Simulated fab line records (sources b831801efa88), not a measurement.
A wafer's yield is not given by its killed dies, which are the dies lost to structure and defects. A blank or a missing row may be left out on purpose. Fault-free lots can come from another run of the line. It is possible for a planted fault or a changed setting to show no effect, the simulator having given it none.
Matching of chambers | flow gf180mcu | GF_STI_ETCH_14 on rieSi-02: 4 sister chambers
The step etches Si in HBr/Cl2/O2, target depth 360 nm, time 102.9 s. 8 wafers are shown with their chamber, then 7 later ones without.

## EACH WAFER AND ITS CHAMBER
wafer  | chamber | throttleValvePct (%) | HBr_flow_sccm (sccm)
L332.1 | 2       | 25.659               | 150.2
L337.2 | 2       | 25.668               | 150.2
L343.4 | 3       | 25.659               | 150.8
L344.2 | 1       | 25.645               | 149.3
L344.3 | 0       | 25.672               | 149.4
L344.4 | 0       | 25.680               | 149.7
L350.1 | 3       | 25.653               | 150.9
L350.2 | 1       | 25.661               | 150.4

## WAFERS WITH NO CHAMBER GIVEN
wafer  | throttleValvePct (%) | HBr_flow_sccm (sccm)
L350.4 | 25.672               | 150.2
L351.1 | 25.659               | 150.1
L351.3 | 25.664               | 149.7
L351.5 | 25.641               | 150.2
L352.1 | 25.667               | 149.9
L352.2 | 25.648               | 149.9
L352.3 | 25.643               | 149.8

## WHICH CHAMBER EACH WENT THROUGH
wafer  | from the rows above               | in truth
L350.4 | can't be placed: 2 or 0 or 3 or 1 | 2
L351.1 | can't be placed: 2 or 1 or 3      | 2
L351.3 | can't be placed: 2 or 1 or 0 or 3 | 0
L351.5 | can't be placed: 1 or 3 or 2      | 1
L352.1 | can't be placed: 2 or 0 or 1 or 3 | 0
L352.2 | can't be placed: 1 or 2 or 3      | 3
L352.3 | can't be placed: 1 or 2 or 3      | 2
Correct placement for 0 of the 7. Not placeable from these rows: 7 (in 7, the candidates include the true chamber). 0 placed wrongly.
How it was worked out, from the rows above alone: a wafer's distance from a chamber is the root of the sum, over the readings, of the square of ((its reading less the chamber's mean) divided by the reading's scatter). The wafer belongs to the nearest chamber; if the next one is less than 2 further off, it can't be placed. The mean given for a chamber averages the wafers shown for that chamber. The scatter: the root of (the sum of the squares of (reading less its chamber's mean) over the shown wafers, divided by (wafers less chambers)).
